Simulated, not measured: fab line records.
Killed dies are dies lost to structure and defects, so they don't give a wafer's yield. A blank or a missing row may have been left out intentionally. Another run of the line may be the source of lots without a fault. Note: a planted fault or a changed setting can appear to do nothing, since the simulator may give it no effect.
Which tool is to blame? | flow sky130 | at 1 step of a route of 708, 15 lots with 45 wafers sampled

## WHAT THE GAUGES READ, wafer by wafer
SKY_METAL2_OVL_MEAS_16.
lot  | measured     | on         | METAL2_OVL (nm)
L139 | day 34 22:53 | overlay-02 | -15 -11 -9
L142 | day 36 04:04 | overlay-02 | -5 -13 -14
L143 | day 36 04:43 | overlay-01 | 7 9 -8
L144 | day 36 18:06 | overlay-01 | -6 -8 0
L145 | day 37 06:06 | overlay-02 | -6 6 2
L146 | day 37 08:33 | overlay-02 | 3 12 5
L147 | day 37 16:11 | overlay-02 | 3 -5 -4
L148 | day 38 02:38 | overlay-01 | -12 -7 -6
L152 | day 39 07:18 | overlay-02 | 4 -4 3
L153 | day 39 18:38 | overlay-01 | 5 2 -9
L155 | day 40 11:22 | overlay-02 | -5 -3 -3
L156 | day 41 00:51 | overlay-02 | 5 13 -3
L157 | day 41 02:34 | overlay-01 | -5 2 -1
L158 | day 41 08:18 | overlay-02 | 5 8 3
L161 | day 42 02:17 | overlay-02 | -2 -2 -12

## WHICH TOOL RAN EACH LOT (tool, then ch and the chambers of the sampled wafers, then the start)
Before these readings, the record contains no process step.

## AS READ BY THE TOOLS THEMSELVES (means over the sampled wafers that have a number; for cases with no such wafer, the mark the record gives instead)
The record holds no such reading with a usual standard deviation.

## THE ANSWER, worked out from the rows above alone
Rule: what is usual is taken from the lots themselves. The widest of any qualifying gaps counts: lots, ordered by their means at a reading, are off when they make up no more than a third of the lots, leave a main group of 4 or more, and stand apart from it by 3 or more times the standard deviation of that group's means. Not used: any main group whose means are identical at the precision the tables above print for the reading. Also off: a lot with no number at a reading for which 4 or more lots have one. The other lots that the step has rows for count as sound. After the gauges, taken in route order, come the tools' own readings; for these a lot's mean is taken, as printed above. The first step at which some lot is off is used, and at that step the reading that is off furthest; a lot without a number counts as furthest.
None of the lots is off at any reading shown; this tells nothing.

## WHAT HAD BEEN PUT IN BY THE SIMULATOR
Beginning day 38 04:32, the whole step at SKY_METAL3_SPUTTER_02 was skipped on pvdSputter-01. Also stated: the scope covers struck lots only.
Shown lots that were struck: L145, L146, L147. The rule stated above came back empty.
